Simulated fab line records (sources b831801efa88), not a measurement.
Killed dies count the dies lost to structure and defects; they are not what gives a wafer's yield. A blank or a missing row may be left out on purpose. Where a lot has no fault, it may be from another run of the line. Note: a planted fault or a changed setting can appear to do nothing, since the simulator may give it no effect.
fab line records | flow sky130
[record] lots = 13 | wafers = 39 | last_day = 50
route steps=708 shown LI_CONTACT@376 LOCAL_INTERCONNECT@387
lots that met no fault: from a run of the same line without faults
start_h: the number of hours between the record's first day and the start of the first shown wafer of the lot | wait_h: hours elapsed since this lot's preceding step | " repeats the value in the row above | L1.1+2: one row covering several wafers at once | - value missing, or start not given | * or withheld: withheld | < > ~ a bound
route shown NAME@n: a module of which the file shows steps, and the number in the route of the first | usual: mean/standard deviation of fault-free wafers | same: alike in all rows | chamber/n: place in a boat | sites: the reading at each site | _std_site: how widely they spread, as a standard deviation | _edge_site: outer sites' mean less inner sites' | radius_mm: for every site, how far away it sits from the centre of the wafer | mask NAME#n: copy n | behind: the most recent tool/chamber to have shaped the wafer | hold: why the lot was held/for how many hours/how that ended | device: whichever transistor did not switch (one of n, p or np) | end of line: tests of these same wafers at the route's end | where a step has no rows: the recipe by itself | killed: count of dies lost to structure and defects at first sort (not the wafer's yield) | map: a wafer's dies, x killed, . not, _ none there
set.NAME: the setting as run; set.NAME@STEP: as run at that earlier step | model.NAME: the simulator's own value behind a step, which no gauge read
one table for each step of the route and one row for each wafer, over a sample of lots
services: when a tool's chamber went out of use (start_h, in hours from the record's first day, below 0 if earlier), for how many hours, and the reason
[[steps]]
[step SKY_LI_CONTACT_ETCH_14]
[recipe] chemistry = N2/H2 | target = BARC | ion_energy_ev = 200 | source_w = 500 | bias_w = 100 | pressure_mtorr = 30 | n2_flow_sccm = 100 | h2_flow_sccm = 200 | stop_on = SiO2 | time_s = 45.9 | target_depth_a = 600
[usual] chamber_pressure_mTorr = 30.001/0.026 | drypump_motor_current_A = 5.98/0.19 | oes_product_au = 0.855/0.0047 | throttle_valve_pct = 13.225/0.0085
lot.wafer | tool        | chamber | start_h | wait_h | chamber_pressure_mTorr | drypump_motor_current_A | oes_product_au | rf_hours_counter_h | throttle_valve_pct
L287.1    | rie_diel-04 | 2       | 677.63  | 0.0    | 30.031                 | 6.26                    | 0.858          | 16                 | 13.230
L287.3    | "           | 1       | "       | "      | 30.028                 | 6.04                    | 0.852          | 37                 | 13.224
L287.5    | "           | 2       | "       | "      | 30.034                 | 6.26                    | 0.854          | -                  | 13.239
L288.2    | rie_diel-04 | 1       | 683.36  | 0.0    | 30.019                 | 6.06                    | 0.849          | 37                 | 13.221
L288.3    | "           | 0       | "       | "      | 30.046                 | 5.54                    | 0.854          | 23                 | 13.221
L288.6    | "           | 2       | "       | "      | 30.019                 | 6.25                    | 0.846          | -                  | 13.231
L289.1    | rie_diel-03 | 0       | 699.58  | 0.0    | 30.013                 | 5.89                    | 0.854          | 9                  | 13.220
L289.2    | "           | 3       | "       | "      | 30.029                 | 5.98                    | 0.855          | 9                  | 13.232
L289.6    | "           | 2       | "       | "      | 30.009                 | 6.09                    | 0.850          | -                  | 13.216
L291.1    | rie_diel-04 | 3       | 715.87  | 0.0    | 29.985                 | 6.21                    | 0.860          | 9                  | 13.225
L291.2    | "           | 1       | "       | "      | 30.015                 | 6.04                    | 0.862          | 38                 | 13.223
L291.3    | "           | 0       | "       | "      | 30.023                 | 5.53                    | 0.849          | 23                 | 13.238
L292.1    | rie_diel-03 | 0       | 737.46  | 0.0    | 30.019                 | 5.86                    | 0.858          | 10                 | 13.221
L292.2    | "           | 2       | "       | "      | 30.006                 | 6.08                    | 0.865          | 3                  | 13.205
L292.6    | "           | 0       | "       | "      | 29.986                 | 5.87                    | 0.855          | -                  | 13.227
L293.3    | rie_diel-04 | 0       | 739.91  | 0.0    | 29.976                 | 5.54                    | 0.858          | 24                 | 13.220
L293.4    | "           | 2       | "       | "      | 30.009                 | 6.27                    | 0.861          | 18                 | 13.230
L293.5    | "           | 0       | "       | "      | 29.964                 | 5.55                    | 0.854          | -                  | 13.227
L294.3    | rie_diel-03 | 3       | 740.52  | 0.0    | 29.991                 | 5.97                    | 0.856          | 10                 | 13.232
L294.4    | "           | 1       | "       | "      | 29.984                 | 5.86                    | 0.855          | 7                  | 13.222
L294.6    | "           | 3       | "       | "      | 29.984                 | 6.00                    | 0.850          | -                  | 13.207
L296.1    | rie_diel-02 | 1       | 754.46  | 0.0    | 30.024                 | 5.90                    | 0.852          | 28                 | 13.206
L296.3    | "           | 3       | "       | "      | 30.035                 | 5.99                    | 0.858          | 16                 | 13.227
L296.6    | "           | 0       | "       | "      | 30.011                 | 6.05                    | 0.855          | -                  | 13.231
L303.2    | rie_diel-02 | 2       | 808.68  | 0.0    | 30.029                 | 6.07                    | 0.860          | 23                 | 13.222
L303.3    | "           | 0       | "       | "      | 29.999                 | 6.06                    | 0.858          | 10                 | 13.218
L303.4    | "           | 1       | "       | "      | 30.051                 | 5.90                    | 0.851          | 30                 | 13.241
L305.1    | rie_diel-02 | 2       | 827.81  | 0.0    | 30.005                 | 6.06                    | 0.853          | 24                 | 13.221
L305.4    | "           | 0       | "       | "      | 29.977                 | 6.05                    | 0.852          | 11                 | 13.225
L305.5    | "           | 3       | "       | "      | 29.988                 | 6.00                    | 0.862          | -                  | 13.242
L307.1    | rie_diel-03 | 2       | 832.97  | 0.0    | 30.027                 | 6.08                    | 0.865          | 5                  | 13.236
L307.3    | "           | 3       | "       | "      | 30.011                 | 5.94                    | 0.850          | 12                 | 13.213
L307.4    | "           | 0       | "       | "      | 30.015                 | 5.87                    | 0.852          | 11                 | 13.219
L309.3    | rie_diel-03 | 0       | 848.82  | 0.0    | 29.999                 | 5.85                    | 0.860          | 12                 | 13.228
L309.4    | "           | 2       | "       | "      | 29.982                 | 6.10                    | 0.854          | 5                  | 13.228
L309.5    | "           | 1       | "       | "      | 30.013                 | 5.87                    | 0.847          | -                  | 13.243
L308.2    | rie_diel-02 | 0       | 848.88  | 0.0    | 30.029                 | 6.05                    | 0.861          | 12                 | 13.233
L308.3    | "           | 2       | "       | "      | 30.038                 | 6.05                    | 0.853          | 24                 | 13.223
L308.4    | "           | 0       | "       | "      | 30.004                 | 6.04                    | 0.859          | -                  | 13.219
[step SKY_LI_CONTACT_SPUTTER_19]
[recipe] material = Ti | target_thk_nm = 20 | chamber_pressure_pa = 5 | power_w = 2500 | substrate_temp_c = 200 | time_s = 106.37
[usual] cathode_dc_power_W = 2500.0/0.42 | throttle_valve_pct = 29.7/1.2
lot.wafer | tool           | chamber | start_h | wait_h | cathode_dc_power_W | throttle_valve_pct
L287.1    | pvd_sputter-01 | -       | 678.05  | 0.0    | 2500.0             | 29.1
L287.3    | "              | -       | "       | "      | 2500.4             | 31.3
L287.5    | "              | -       | "       | "      | 2500.0             | 29.0
L288.2    | pvd_sputter-04 | -       | 683.79  | 0.0    | 2499.9             | 28.9
L288.3    | "              | -       | "       | "      | 2500.2             | 30.5
L288.6    | "              | -       | "       | "      | 2500.1             | 31.6
L289.1    | pvd_sputter-02 | -       | 700.00  | 0.0    | 2499.7             | 28.8
L289.2    | "              | -       | "       | "      | 2501.1             | 30.3
L289.6    | "              | -       | "       | "      | 2499.5             | 30.4
L291.1    | pvd_sputter-04 | -       | 716.31  | 0.0    | 2499.6             | 28.6
L291.2    | "              | -       | "       | "      | 2500.0             | 28.2
L291.3    | "              | -       | "       | "      | 2499.6             | 30.4
L292.1    | pvd_sputter-01 | -       | 737.89  | 0.0    | 2499.4             | 31.4
L292.2    | "              | -       | "       | "      | 2499.4             | 31.1
L292.6    | "              | -       | "       | "      | 2500.0             | 29.0
L293.3    | pvd_sputter-01 | -       | 740.35  | 0.0    | 2498.9             | 29.2
L293.4    | "              | -       | "       | "      | 2500.0             | 31.6
L293.5    | "              | -       | "       | "      | 2499.6             | 29.0
L294.3    | pvd_sputter-04 | -       | 740.94  | 0.0    | 2500.1             | 28.7
L294.4    | "              | -       | "       | "      | 2500.2             | 28.9
L294.6    | "              | -       | "       | "      | 2499.8             | 28.2
L296.1    | pvd_sputter-04 | -       | 754.90  | 0.0    | 2500.4             | 31.3
L296.3    | "              | -       | "       | "      | 2499.8             | 30.4
L296.6    | "              | -       | "       | "      | 2500.5             | 31.3
L303.2    | pvd_sputter-04 | -       | 809.10  | 0.0    | 2500.4             | 31.2
L303.3    | "              | -       | "       | "      | 2500.2             | 28.6
L303.4    | "              | -       | "       | "      | 2499.7             | 30.6
L305.1    | pvd_sputter-01 | -       | 828.25  | 0.0    | 2500.0             | 31.2
L305.4    | "              | -       | "       | "      | 2500.0             | 29.3
L305.5    | "              | -       | "       | "      | 2500.3             | 31.6
L307.1    | pvd_sputter-02 | -       | 833.41  | 0.0    | 2500.7             | 30.3
L307.3    | "              | -       | "       | "      | 2500.3             | 30.3
L307.4    | "              | -       | "       | "      | 2500.5             | 29.0
L309.3    | pvd_sputter-02 | -       | 849.26  | 0.0    | 2499.7             | 28.2
L309.4    | "              | -       | "       | "      | 2500.0             | 30.3
L309.5    | "              | -       | "       | "      | 2500.3             | 28.0
L308.2    | pvd_sputter-01 | -       | 849.35  | 0.0    | 2499.9             | 28.8
L308.3    | "              | -       | "       | "      | 2500.6             | 31.3
L308.4    | "              | -       | "       | "      | 2500.0             | 29.3
[step SKY_LI_CONTACT_CVD_21]
[recipe] material = W | target_thk_nm = 400 | time_s = 120.56 | temp_c = 396.5 | pressure_torr = 40
[usual] heater_power_w = 763/71
lot.wafer | tool     | chamber | start_h | wait_h | heater_power_w
L287.1    | cvd_w-01 | 0       | 678.19  | 0.0    | 855
L287.3    | "        | 1       | "       | "      | 716
L287.5    | "        | 1       | "       | "      | 713
L288.2    | cvd_w-01 | 0       | 683.92  | 0.0    | 875
L288.3    | "        | 1       | "       | "      | 708
L288.6    | "        | 0       | "       | "      | 843
L289.1    | cvd_w-02 | 0       | 700.14  | 0.0    | 797
L289.2    | "        | 1       | "       | "      | 681
L289.6    | "        | 0       | "       | "      | 774
L291.1    | cvd_w-01 | 1       | 716.45  | 0.0    | 720
L291.2    | "        | 0       | "       | "      | 882
L291.3    | "        | 1       | "       | "      | 693
L292.1    | cvd_w-02 | 1       | 738.02  | 0.0    | 696
L292.2    | "        | 0       | "       | "      | 789
L292.6    | "        | 0       | "       | "      | 784
L293.3    | cvd_w-01 | 0       | 740.53  | 0.1    | 863
L293.4    | "        | 1       | "       | "      | 711
L293.5    | "        | 0       | "       | "      | 869
L294.3    | cvd_w-01 | 1       | 741.12  | 0.1    | 726
L294.4    | "        | 0       | "       | "      | 871
L294.6    | "        | 1       | "       | "      | 715
L296.1    | cvd_w-02 | 1       | 755.04  | 0.0    | 696
L296.3    | "        | 1       | "       | "      | 669
L296.6    | "        | 0       | "       | "      | 795
L303.2    | cvd_w-02 | 1       | 809.24  | 0.0    | 684
L303.3    | "        | 0       | "       | "      | 790
L303.4    | "        | 1       | "       | "      | 710
L305.1    | cvd_w-02 | 1       | 828.39  | 0.0    | 689
L305.4    | "        | 1       | "       | "      | 685
L305.5    | "        | 0       | "       | "      | 775
L307.1    | cvd_w-02 | 0       | 833.56  | 0.0    | 797
L307.3    | "        | 1       | "       | "      | 681
L307.4    | "        | 0       | "       | "      | 805
L309.3    | cvd_w-01 | 0       | 849.44  | 0.1    | 881
L309.4    | "        | 1       | "       | "      | 734
L309.5    | "        | 0       | "       | "      | 856
L308.2    | cvd_w-02 | 1       | 849.49  | 0.0    | 669
L308.3    | "        | 0       | "       | "      | 767
L308.4    | "        | 1       | "       | "      | 694
[step SKY_LOCAL_INTERCONNECT_SPUTTER_00]
[recipe] material = TiN | target_thk_nm = 100 | temp_c = 300 | power_w = 6500 | time_s = 83.3 | chamber_pressure_pa = 0.4
[usual] cathode_dc_power_W = 6499.8/1.1 | throttle_valve_pct = 29.3/1.1
lot.wafer | tool           | chamber | start_h | wait_h | cathode_dc_power_W | throttle_valve_pct
L287.1    | pvd_sputter-02 | -       | 678.79  | 0.2    | 6502.0             | 30.6
L287.3    | "              | -       | "       | "      | 6500.1             | 30.2
L287.5    | "              | -       | "       | "      | 6500.7             | 28.2
L288.2    | pvd_sputter-03 | -       | 684.53  | 0.2    | 6499.0             | 28.6
L288.3    | "              | -       | "       | "      | 6500.9             | 30.2
L288.6    | "              | -       | "       | "      | 6500.2             | 29.8
L289.1    | pvd_sputter-04 | -       | 700.76  | 0.2    | 6499.5             | 31.2
L289.2    | "              | -       | "       | "      | 6500.0             | 30.3
L289.6    | "              | -       | "       | "      | 6499.5             | 28.9
L291.1    | pvd_sputter-04 | -       | 717.17  | 0.2    | 6500.2             | 28.9
L291.2    | "              | -       | "       | "      | 6500.5             | 31.6
L291.3    | "              | -       | "       | "      | 6499.2             | 28.3
L292.1    | pvd_sputter-04 | -       | 738.63  | 0.1    | 6499.9             | 30.5
L292.2    | "              | -       | "       | "      | 6500.6             | 28.9
L292.6    | "              | -       | "       | "      | 6502.0             | 28.3
L293.3    | pvd_sputter-03 | -       | 741.09  | 0.2    | 6499.8             | 29.7
L293.4    | "              | -       | "       | "      | 6500.7             | 28.0
L293.5    | "              | -       | "       | "      | 6497.3             | 29.7
L294.3    | pvd_sputter-04 | -       | 741.69  | 0.1    | 6502.6             | 31.3
L294.4    | "              | -       | "       | "      | 6498.7             | 29.2
L294.6    | "              | -       | "       | "      | 6500.7             | 28.8
L296.1    | pvd_sputter-03 | -       | 755.64  | 0.2    | 6501.2             | 29.8
L296.3    | "              | -       | "       | "      | 6498.6             | 30.3
L296.6    | "              | -       | "       | "      | 6499.4             | 29.6
L303.2    | pvd_sputter-03 | -       | 809.84  | 0.2    | 6497.7             | 27.9
L303.3    | "              | -       | "       | "      | 9586.4             | 28.4
L303.4    | "              | -       | "       | "      | 6499.8             | 29.7
L305.1    | pvd_sputter-04 | -       | 829.00  | 0.1    | 6500.4             | 28.5
L305.4    | "              | -       | "       | "      | 6500.1             | 30.4
L305.5    | "              | -       | "       | "      | 6499.0             | 28.9
L307.1    | pvd_sputter-04 | -       | 834.17  | 0.1    | 6501.1             | 30.3
L307.3    | "              | -       | "       | "      | 6500.6             | 28.7
L307.4    | "              | -       | "       | "      | 6497.6             | 28.8
L309.3    | pvd_sputter-04 | -       | 850.02  | 0.2    | 6501.4             | 28.6
L309.4    | "              | -       | "       | "      | 6500.7             | 28.9
L309.5    | "              | -       | "       | "      | 6498.7             | 30.5
L308.2    | pvd_sputter-02 | -       | 850.26  | 0.1    | 6502.0             | 28.7
L308.3    | "              | -       | "       | "      | 6500.7             | 30.6
L308.4    | "              | -       | "       | "      | 6500.2             | 28.1
[step SKY_LOCAL_INTERCONNECT_RS_MEAS_01]
[recipe] thk_meas_gauge = four-point-probe | reads = TiN_of_LOCAL_INTERCONNECT_SPUTTER_00
[usual] LOCAL_INTERCONNECT_TIN_RS = 14.11/0.17
lot.wafer | tool          | chamber | start_h | wait_h | LOCAL_INTERCONNECT_TIN_RS[ohm/sq]
L287.1    | film_metro-04 | -       | 678.86  | 0.0    | 13.92
L287.3    | "             | -       | "       | "      | 13.79
L287.5    | "             | -       | "       | "      | 13.95
L288.2    | film_metro-04 | -       | 684.61  | 0.1    | 14.15
L288.3    | "             | -       | "       | "      | 14.17
L288.6    | "             | -       | "       | "      | 13.97
L289.1    | film_metro-02 | -       | 700.82  | 0.0    | 14.35
L289.2    | "             | -       | "       | "      | 14.12
L289.6    | "             | -       | "       | "      | 14.41
L291.1    | film_metro-02 | -       | 717.24  | 0.0    | 14.31
L291.2    | "             | -       | "       | "      | 14.28
L291.3    | "             | -       | "       | "      | 14.18
L292.1    | film_metro-04 | -       | 738.69  | 0.0    | 13.96
L292.2    | "             | -       | "       | "      | 14.18
L292.6    | "             | -       | "       | "      | 14.03
L293.3    | film_metro-03 | -       | 741.20  | 0.1    | 14.19
L293.4    | "             | -       | "       | "      | 14.30
L293.5    | "             | -       | "       | "      | 14.13
L294.3    | film_metro-03 | -       | 741.79  | 0.1    | 14.18
L294.4    | "             | -       | "       | "      | 14.39
L294.6    | "             | -       | "       | "      | 14.43
L296.1    | film_metro-03 | -       | 755.71  | 0.0    | 14.00
L296.3    | "             | -       | "       | "      | 14.16
L296.6    | "             | -       | "       | "      | 14.11
L303.2    | film_metro-04 | -       | 809.93  | 0.1    | 13.99
L303.3    | "             | -       | "       | "      | 9.35
L303.4    | "             | -       | "       | "      | 14.01
L305.1    | film_metro-02 | -       | 829.06  | 0.0    | 14.34
L305.4    | "             | -       | "       | "      | 14.30
L305.5    | "             | -       | "       | "      | 14.40
L307.1    | film_metro-02 | -       | 834.23  | 0.0    | 14.13
L307.3    | "             | -       | "       | "      | 14.47
L307.4    | "             | -       | "       | "      | 14.46
L309.3    | film_metro-02 | -       | 850.12  | 0.1    | 14.23
L309.4    | "             | -       | "       | "      | 14.28
L309.5    | "             | -       | "       | "      | 14.05
L308.2    | film_metro-02 | -       | 850.34  | 0.1    | 14.16
L308.3    | "             | -       | "       | "      | 13.91
L308.4    | "             | -       | "       | "      | 14.13
[step SKY_LOCAL_INTERCONNECT_THK_MEAS_02]
[recipe] thk_meas_gauge = xrf | reads = TiN_of_LOCAL_INTERCONNECT_SPUTTER_00
[usual] LOCAL_INTERCONNECT_TIN_THK = 99.7/1.3
lot.wafer | tool          | chamber | start_h | wait_h | LOCAL_INTERCONNECT_TIN_THK[nm]
L287.1    | film_metro-04 | -       | 678.98  | 0.1    | 100.5
L287.3    | "             | -       | "       | "      | 101.4
L287.5    | "             | -       | "       | "      | 100.4
L288.2    | film_metro-04 | -       | 684.72  | 0.1    | 98.6
L288.3    | "             | -       | "       | "      | 98.9
L288.6    | "             | -       | "       | "      | 100.2
L289.1    | film_metro-02 | -       | 700.94  | 0.1    | 97.8
L289.2    | "             | -       | "       | "      | 99.4
L289.6    | "             | -       | "       | "      | 97.4
L291.1    | film_metro-02 | -       | 717.36  | 0.1    | 98.0
L291.2    | "             | -       | "       | "      | 98.3
L291.3    | "             | -       | "       | "      | 99.2
L292.1    | film_metro-04 | -       | 738.81  | 0.1    | 99.8
L292.2    | "             | -       | "       | "      | 98.5
L292.6    | "             | -       | "       | "      | 99.6
L293.3    | film_metro-03 | -       | 741.30  | 0.1    | 99.8
L293.4    | "             | -       | "       | "      | 98.9
L293.5    | "             | -       | "       | "      | 100.4
L294.3    | film_metro-03 | -       | 741.89  | 0.1    | 99.8
L294.4    | "             | -       | "       | "      | 98.4
L294.6    | "             | -       | "       | "      | 98.0
L296.1    | film_metro-03 | -       | 755.83  | 0.1    | 101.3
L296.3    | "             | -       | "       | "      | 99.7
L296.6    | "             | -       | "       | "      | 100.1
L303.2    | film_metro-04 | -       | 810.04  | 0.1    | 99.7
L303.3    | "             | -       | "       | "      | 146.6
L303.4    | "             | -       | "       | "      | 99.7
L305.1    | film_metro-02 | -       | 829.18  | 0.1    | 98.1
L305.4    | "             | -       | "       | "      | 98.3
L305.5    | "             | -       | "       | "      | 97.9
L307.1    | film_metro-02 | -       | 834.35  | 0.1    | 99.3
L307.3    | "             | -       | "       | "      | 97.1
L307.4    | "             | -       | "       | "      | 97.1
L309.3    | film_metro-02 | -       | 850.22  | 0.1    | 98.6
L309.4    | "             | -       | "       | "      | 98.3
L309.5    | "             | -       | "       | "      | 100.0
L308.2    | film_metro-02 | -       | 850.45  | 0.1    | 99.2
L308.3    | "             | -       | "       | "      | 100.9
L308.4    | "             | -       | "       | "      | 99.5
[step SKY_LOCAL_INTERCONNECT_METAL_ETCH_14]
[recipe] target_depth_nm = 110 | stop_on = PSG | chemistry = Cl2/BCl3 | target = TiN | resist_sidewall_deg = 88 | pressure_mtorr = 10 | icp_w = 900 | bias_w = 48.5 | Cl2_flow_sccm = 60 | bcl3_flow_sccm = 30 | time_s = 31.4
[usual] chamber_pressure_mTorr = 10.000/0.0084 | drypump_motor_current_A = 5.9/0.44 | oes_product_au = 0.942/0.008 | throttle_valve_pct = 21.900/0.0099
lot.wafer | tool         | chamber | start_h | wait_h | chamber_pressure_mTorr | drypump_motor_current_A | oes_product_au | rf_hours_counter_h | throttle_valve_pct
L287.1    | rie_metal-01 | 0       | 707.03  | 0.0    | 10.007                 | 5.7                     | 0.951          | 1                  | 21.916
L287.3    | "            | 0       | "       | "      | 10.009                 | 5.8                     | 0.962          | -                  | 21.883
L287.5    | "            | 0       | "       | "      | 10.006                 | 5.7                     | 0.949          | -                  | 21.912
L288.2    | rie_metal-02 | 1       | 712.49  | 0.0    | 10.008                 | 5.9                     | 0.936          | 0                  | 21.888
L288.3    | "            | 0       | "       | "      | 9.999                  | 6.2                     | 0.939          | -                  | 21.897
L288.6    | "            | 1       | "       | "      | 9.997                  | 5.8                     | 0.949          | -                  | 21.901
L289.1    | rie_metal-04 | 0       | 728.97  | 0.0    | 10.000                 | 5.0                     | 0.933          | 3                  | 21.922
L289.2    | "            | 1       | "       | "      | 9.996                  | 6.5                     | 0.941          | 14                 | 21.918
L289.6    | "            | 0       | "       | "      | 10.011                 | 5.0                     | 0.933          | -                  | 21.903
L291.1    | rie_metal-01 | 0       | 745.92  | 0.0    | 10.002                 | 5.7                     | 0.936          | 3                  | 21.896
L291.2    | "            | 1       | "       | "      | 10.001                 | 6.0                     | 0.931          | 9                  | 21.915
L291.3    | "            | 0       | "       | "      | 9.998                  | 5.7                     | 0.946          | -                  | 21.902
L292.1    | rie_metal-02 | 1       | 765.77  | 0.0    | 9.995                  | 5.9                     | 0.942          | 2                  | 21.911
L292.2    | "            | 0       | "       | "      | 9.985                  | 6.2                     | 0.936          | 14                 | 21.903
L292.6    | "            | 0       | "       | "      | 10.004                 | 6.2                     | 0.945          | -                  | 21.891
L293.3    | rie_metal-04 | 0       | 767.66  | 0.0    | 9.996                  | 5.0                     | 0.940          | -                  | 21.896
L293.4    | "            | 1       | "       | "      | 10.005                 | 6.5                     | 0.940          | -                  | 21.905
L293.5    | "            | 1       | "       | "      | 10.004                 | 6.6                     | 0.940          | -                  | 21.891
L294.3    | rie_metal-02 | 0       | 768.39  | 0.0    | 10.016                 | 6.2                     | 0.938          | -                  | 21.893
L294.4    | "            | 1       | "       | "      | 9.995                  | 5.9                     | 0.928          | -                  | 21.914
L294.6    | "            | 1       | "       | "      | 10.004                 | 5.9                     | 0.927          | -                  | 21.877
L296.1    | rie_metal-01 | 0       | 783.87  | 0.0    | 9.995                  | 5.7                     | 0.944          | 4                  | 21.904
L296.3    | "            | 0       | "       | "      | 9.979                  | 5.8                     | 0.935          | -                  | 21.917
L296.6    | "            | 0       | "       | "      | 10.006                 | 5.7                     | 0.940          | -                  | 21.898
L303.2    | rie_metal-02 | 1       | 847.13  | 0.0    | 10.005                 | 5.9                     | 0.945          | 4                  | 21.894
L303.3    | "            | 1       | "       | "      | 10.007                 | 5.9                     | 0.995          | -                  | 21.845
L303.4    | "            | 0       | "       | "      | 9.996                  | 6.2                     | 0.943          | -                  | 21.881
L305.1    | rie_metal-01 | 1       | 853.84  | 0.0    | 10.001                 | 6.0                     | 0.935          | 11                 | 21.891
L305.4    | "            | 1       | "       | "      | 9.996                  | 6.0                     | 0.933          | -                  | 21.918
L305.5    | "            | 1       | "       | "      | 10.007                 | 6.0                     | 0.931          | -                  | 21.898
L307.1    | rie_metal-02 | 1       | 856.74  | 0.0    | 10.004                 | 5.9                     | 0.951          | 5                  | 21.905
L307.3    | "            | 0       | "       | "      | 9.997                  | 6.2                     | 0.928          | -                  | 21.900
L307.4    | "            | 1       | "       | "      | 10.004                 | 5.9                     | 0.933          | -                  | 21.899
L309.3    | rie_metal-02 | 1       | 876.00  | 0.0    | 10.002                 | 5.9                     | 0.943          | -                  | 21.894
L309.4    | "            | 0       | "       | "      | 10.013                 | 6.3                     | 0.940          | -                  | 21.897
L309.5    | "            | 1       | "       | "      | 10.002                 | 5.9                     | 0.941          | -                  | 21.898
L308.2    | rie_metal-04 | 0       | 876.63  | 0.0    | 9.990                  | 5.0                     | 0.935          | 10                 | 21.905
L308.3    | "            | 0       | "       | "      | 10.003                 | 5.0                     | 0.953          | -                  | 21.886
L308.4    | "            | 1       | "       | "      | 10.002                 | 6.5                     | 0.945          | -                  | 21.897
[[services]]
tool           | chamber | start_h | hours | kind
pvd_sputter-04 | -       | 668.82  | 1.5   | repair
rie_diel-04    | 3       | 674.69  | 4.8   | repair
rie_diel-03    | 1       | 685.36  | 4.6   | repair
pvd_sputter-03 | -       | 692.84  | 1.3   | repair
pvd_sputter-03 | -       | 703.44  | 4.0   | repair
rie_diel-02    | 0       | 722.70  | 2.9   | repair
rie_diel-02    | 1       | 731.50  | 7.5   | repair
rie_diel-03    | 2       | 748.33  | 9.4   | repair
rie_diel-03    | 1       | 757.19  | 3.6   | repair
rie_metal-01   | -       | 759.48  | 14.6  | pm
rie_metal-02   | 1       | 771.68  | 11.1  | repair
pvd_sputter-01 | -       | 772.95  | 3.6   | repair
cvd_w-02       | 1       | 775.98  | 7.6   | repair
cvd_w-01       | 0       | 787.38  | 8.8   | repair
rie_diel-03    | -       | 787.91  | 1.1   | repair
pvd_sputter-01 | -       | 807.42  | 6.8   | repair
rie_diel-03    | 0       | 811.39  | 5.6   | repair
cvd_w-01       | -       | 820.11  | 14.6  | pm
pvd_sputter-04 | -       | 825.80  | 2.9   | repair
rie_metal-02   | 1       | 827.87  | 8.8   | repair
rie_diel-03    | 0       | 865.09  | 4.3   | repair
rie_diel-03    | 2       | 869.54  | 1.7   | repair
rie_diel-03    | -       | 869.75  | 2.8   | pm
pvd_sputter-02 | -       | 873.42  | 7.8   | repair
[[key]]
[first_sign] step = SKY_LOCAL_INTERCONNECT_SPUTTER_00 | reading = cathode_dc_power_W | direction = up | sigmas = 99+ | usual = 6499.8 | struck = 9586.4
[effect] step = SKY_LOCAL_INTERCONNECT_RS_MEAS_01 | reading = LOCAL_INTERCONNECT_TIN_RS | direction = down | sigmas = 28 | usual = 14.11 | struck = 9.35
[effect] step = SKY_LOCAL_INTERCONNECT_THK_MEAS_02 | reading = LOCAL_INTERCONNECT_TIN_THK | direction = up | sigmas = 36 | usual = 99.7 | struck = 146.6
[effect] step = SKY_LOCAL_INTERCONNECT_METAL_ETCH_14 | reading = oes_product_au | direction = up | sigmas = 6.6 | usual = 0.942 | struck = 0.995
met_at SKY_LOCAL_INTERCONNECT_SPUTTER_00
struck_lots L303
struck_wafers L303.3
sort_left_out L303.3
tester_left_out L303
not_acting_at SKY_LI_CONTACT_ETCH_14,SKY_LI_CONTACT_SPUTTER_19,SKY_LI_CONTACT_CVD_21
onset_between 684.53 809.84
[fault] kind = process_parameter_drift | tool = pvd_sputter-03 | chamber = - | onset_h = 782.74 | steps = SKY_LOCAL_INTERCONNECT_SPUTTER_00 | channel = power_w | offset = * | shape = step | end_h = 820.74 | acts_in = * | stated = * | scope = struck_wafers_only
// tester_left_out: of these lots the tester's yield and bins aren't shown, on N5 and GAA mostly nor the transistor test; their killed dies are dies lost to structure and defects alone, not to doping, threshold or leakage, so they don't give the yield
// sort_left_out: the simulated sort isn't trusted on such a fault, so these wafers' sort isn't shown, and their yield isn't known
